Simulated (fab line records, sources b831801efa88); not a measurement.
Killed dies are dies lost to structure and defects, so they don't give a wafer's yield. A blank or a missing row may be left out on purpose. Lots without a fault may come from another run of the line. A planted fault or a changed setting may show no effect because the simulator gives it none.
Which tool did it? | flow sky130 | 14 lots, 42 wafers sampled, at 4 steps of a route of 708

WHAT THE GAUGES READ, wafer by wafer
SKY_METAL3_OVL_MEAS_14. Usual: METAL3_OVL -1 nm, standard deviation 6.1.
lot  | measured     | on         | METAL3_OVL (nm) | flag
L234 | day 40 00:40 | overlay-01 | -9 -12 -13      |
L237 | day 41 14:35 | overlay-02 | 5 -8 -3         |
L238 | day 41 21:08 | overlay-02 | -3 -3 -3        |
L239 | day 42 02:40 | overlay-02 | -9 -5 -9        |
L240 | day 42 07:22 | overlay-02 | -1 -2 5         |
L250 | day 45 03:49 | overlay-02 | -6 5 -7         |
L253 | day 45 21:16 | overlay-02 | -5 -12 -10      |
L252 | day 46 00:31 | overlay-01 | 1 -3 -5         |
L254 | day 46 04:04 | overlay-01 | 5 4 2           |
L255 | day 46 12:11 | overlay-01 | 7 7 6           |
L256 | day 46 15:20 | overlay-01 | -2 -5 2         |
L257 | day 46 19:07 | overlay-02 | -1 -4 1         |

WHICH TOOL RAN EACH LOT (tool, then ch and the chambers of the sampled wafers, then the start)
lot  | SKY_VIA2_ETCH_15                   | SKY_VIA2_STRIP_16                    | SKY_CAPM_DEVELOP_11
L234 | rie_diel-03 ch 0,2,3, day 37 12:53 | plasma_asher-04 ch 0,1, day 37 12:57 | litho_track-04 ch 0, day 38 19:20
L237 | rie_diel-02 ch 0,1,3, day 39 04:51 | plasma_asher-03 ch 0,1, day 39 04:57 | litho_track-04 ch 0, day 40 10:41
L238 | rie_diel-04 ch 1,2,3, day 39 11:44 | plasma_asher-04 ch 0,1, day 39 11:50 | litho_track-01 ch 0, day 40 17:26
L239 | rie_diel-02 ch 0,2,3, day 39 17:50 | plasma_asher-03 ch 0,1, day 39 17:54 | litho_track-04 ch 0, day 40 23:23
L240 | rie_diel-03 ch 0,2,3, day 40 00:09 | plasma_asher-04 ch 0,1, day 40 00:13 | litho_track-01 ch 0, day 41 04:54
L243 | rie_diel-04 ch 1,2, day 41 01:38   | plasma_asher-03 ch 0,1, day 41 01:42 | litho_track-01, day 42 04:48
L244 | rie_diel-02 ch 1,2,3, day 41 04:57 | plasma_asher-03 ch 0,1, day 41 05:01 | litho_track-03, day 42 08:11
L250 | rie_diel-02 ch 1,2, day 43 02:38   | plasma_asher-04 ch 0,1, day 43 02:42 | litho_track-01 ch 0, day 44 03:45
L253 | rie_diel-04 ch 1,3, day 43 21:47   | plasma_asher-02 ch 0,1, day 43 21:51 | litho_track-01 ch 0, day 44 22:21
L252 | rie_diel-04 ch 1,3, day 43 23:38   | plasma_asher-03 ch 0,1, day 43 23:42 | litho_track-01 ch 0, day 45 00:35
L254 | rie_diel-02 ch 0,1,3, day 44 03:26 | plasma_asher-04 ch 0,1, day 44 03:31 | litho_track-03 ch 0, day 45 04:11
L255 | rie_diel-04 ch 2,3, day 44 12:02   | plasma_asher-03 ch 1, day 44 12:06   | litho_track-03 ch 0, day 45 12:40
L256 | rie_diel-04 ch 0,1,3, day 44 16:06 | plasma_asher-02 ch 0,1, day 44 16:10 | litho_track-04 ch 0, day 45 16:28
L257 | rie_diel-02 ch 0,1, day 44 20:38   | plasma_asher-02 ch 1, day 44 20:43   | litho_track-03 ch 0, day 45 20:41
- SKY_VIA2_ETCH_15: etches SiO2 in C4F8/O2/Ar, stops on TiN, target depth 546 nm, time 84 s.
- SKY_VIA2_STRIP_16: strips in O2/N2.
- SKY_CAPM_DEVELOP_11: develop time 60 s.

WHAT THE TOOLS THEMSELVES READ (means of the sampled wafers that have a number; where no wafer has one, the mark that the record gives instead)
SKY_VIA2_ETCH_15. Usual: oes_product_au 0.927 a.u., standard deviation 0.005.
lot  | tool        | oes_product_au (a.u.) | flag
L234 | rie_diel-03 | 0.927                 |
L237 | rie_diel-02 | 0.929                 |
L238 | rie_diel-04 | 0.931                 |
L239 | rie_diel-02 | 0.929                 |
L240 | rie_diel-03 | 0.930                 |
L243 | rie_diel-04 | 0.926                 |
L244 | rie_diel-02 | 0.933                 |
L250 | rie_diel-02 | 0.932                 |
L253 | rie_diel-04 | 0.924                 |
L252 | rie_diel-04 | 0.929                 |
L254 | rie_diel-02 | 0.926                 |
L255 | rie_diel-04 | 0.924                 |
L256 | rie_diel-04 | 0.926                 |
L257 | rie_diel-02 | 0.931                 |

SKY_VIA2_STRIP_16. Usual: drypump_motor_current_A 5.8 A, standard deviation 0.49; oes_product_au 0.399 a.u., standard deviation 0.0049; strip_time_to_endpoint_s 4.049 s, standard deviation 0.029.
lot  | tool            | drypump_motor_current_A (A) | oes_product_au (a.u.) | strip_time_to_endpoint_s (s) | flag
L234 | plasma_asher-04 | 5.8                         | 0.398                 | 4.054                        |
L237 | plasma_asher-03 | 6.1                         | 0.397                 | 4.051                        |
L238 | plasma_asher-04 | 5.8                         | 0.397                 | 4.033                        |
L239 | plasma_asher-03 | 6.1                         | 0.397                 | 4.042                        |
L240 | plasma_asher-04 | 5.8                         | 0.403                 | 4.069                        |
L243 | plasma_asher-03 | 6.1                         | 0.400                 | 4.072                        |
L244 | plasma_asher-03 | 6.1                         | 0.395                 | 4.064                        |
L250 | plasma_asher-04 | 6.0                         | 0.398                 | 4.053                        |
L253 | plasma_asher-02 | 5.9                         | 0.396                 | 4.034                        |
L252 | plasma_asher-03 | 6.1                         | 0.402                 | 4.052                        |
L254 | plasma_asher-04 | 6.0                         | 0.401                 | 4.062                        |
L255 | plasma_asher-03 | 6.7                         | 0.394                 | 4.014                        |
L256 | plasma_asher-02 | 5.7                         | 0.398                 | 4.029                        |
L257 | plasma_asher-02 | 6.0                         | 0.398                 | 4.095                        |

SKY_CAPM_DEVELOP_11. Usual: chill_plate_temp_C 22.99 C, standard deviation 0.1.
lot  | tool           | chill_plate_temp_C (C) | flag
L234 | litho_track-04 | 22.94                  |
L237 | litho_track-04 | 22.94                  |
L238 | litho_track-01 | 22.95                  |
L239 | litho_track-04 | 22.93                  |
L240 | litho_track-01 | 22.93                  |
L243 | litho_track-01 | -                      | OFF
L244 | litho_track-03 | -                      | OFF
L250 | litho_track-01 | 23.01                  |
L253 | litho_track-01 | 23.05                  |
L252 | litho_track-01 | 23.15                  |
L254 | litho_track-03 | 23.01                  |
L255 | litho_track-03 | 23.10                  |
L256 | litho_track-04 | 22.92                  |
L257 | litho_track-03 | 22.98                  |

THE ANSWER, worked out from the rows above alone
Rule: a lot is off if the mean of its wafers that have a number lies more than 3 standard deviations from the usual mean. A lot without any number at a reading at which 4 lots or more have one is off too. The other lots that the step has rows for count as sound. The gauges are gone through in route order, then the tools' own readings, and for those a lot's mean is taken as printed above. The first step at which some lot is off is used, and at that step the reading that is off furthest; a lot without a number counts as furthest.
Off: L243, L244, at SKY_CAPM_DEVELOP_11 (chill_plate_temp_C). Without a number there: L243, L244.
A tool fits if, at that step or a process step before it, it ran every lot that is off, and no sound lot after the first of them. None of those tried fits.

WHAT THE SIMULATOR HAD PUT IN
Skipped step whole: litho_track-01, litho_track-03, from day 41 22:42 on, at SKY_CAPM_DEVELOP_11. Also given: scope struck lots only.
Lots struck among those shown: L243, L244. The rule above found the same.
